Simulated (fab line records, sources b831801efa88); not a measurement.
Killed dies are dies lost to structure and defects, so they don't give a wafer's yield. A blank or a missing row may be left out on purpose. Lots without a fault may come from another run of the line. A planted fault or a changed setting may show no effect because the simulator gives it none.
Chamber matching | flow sky130 | SKY_CONTACT_ETCH_17 on rie_diel-02: 4 sister chambers
The step etches SiO2 in C4F8/O2/Ar, stops on Si3N4, target depth 340 nm. 16 wafers are shown with their chamber, then 8 later ones without.

WAFERS WITH THEIR CHAMBER
wafer  | chamber | oes_product_au (a.u.)
L076.2 | 3       | 0.885
L076.4 | 2       | 0.890
L076.5 | 3       | 0.888
L077.2 | 0       | 0.883
L077.3 | 2       | 0.887
L077.5 | 3       | 0.892
L081.1 | 0       | 0.889
L081.2 | 2       | 0.900
L081.6 | 3       | 0.887
L083.4 | 3       | 0.885
L083.5 | 0       | 0.893
L083.6 | 1       | 0.892
L088.1 | 0       | 0.897
L088.5 | 3       | 0.894
L088.6 | 2       | 0.884
L091.1 | 2       | 0.893

SIGNATURES (means of the wafers above)
reading        | chamber 0 | chamber 1 | chamber 2 | chamber 3 | scatter within a chamber
oes_product_au | 0.89050   | 0.89200   | 0.89080   | 0.88850   | 0.00522
Rule: a wafer's distance from a chamber is the root of the sum, over the readings, of the square of ((its reading less the chamber's mean) divided by the reading's scatter). The wafer belongs to the nearest chamber; if the next one is less than 2 further off, it can't be placed. The scatter: the root of (the sum of the squares of (reading less its chamber's mean) over the shown wafers, divided by (wafers less chambers)).

WAFERS WITHOUT THEIR CHAMBER
wafer  | oes_product_au (a.u.)
L091.3 | 0.897
L091.4 | 0.890
L095.3 | 0.898
L095.4 | 0.894
L095.5 | 0.891
L096.2 | 0.889
L096.3 | 0.890
L096.4 | 0.899

WHICH CHAMBER EACH WENT THROUGH
wafer  | from the rows above               | in truth
L091.3 | can't be placed: 1 or 2 or 0 or 3 | 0
L091.4 | can't be placed: 0 or 2 or 3 or 1 | 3
L095.3 | can't be placed: 1 or 2 or 0 or 3 | 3
L095.4 | can't be placed: 1 or 2 or 0 or 3 | 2
L095.5 | can't be placed: 2 or 0 or 1 or 3 | 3
L096.2 | can't be placed: 3 or 0 or 2 or 1 | 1
L096.3 | can't be placed: 0 or 2 or 3 or 1 | 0
L096.4 | can't be placed: 1 or 2 or 0 or 3 | 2
Placed correctly: 0 of 8. Can't be placed from these rows: 8 (the true chamber is among the candidates in 8). Placed wrongly: 0.
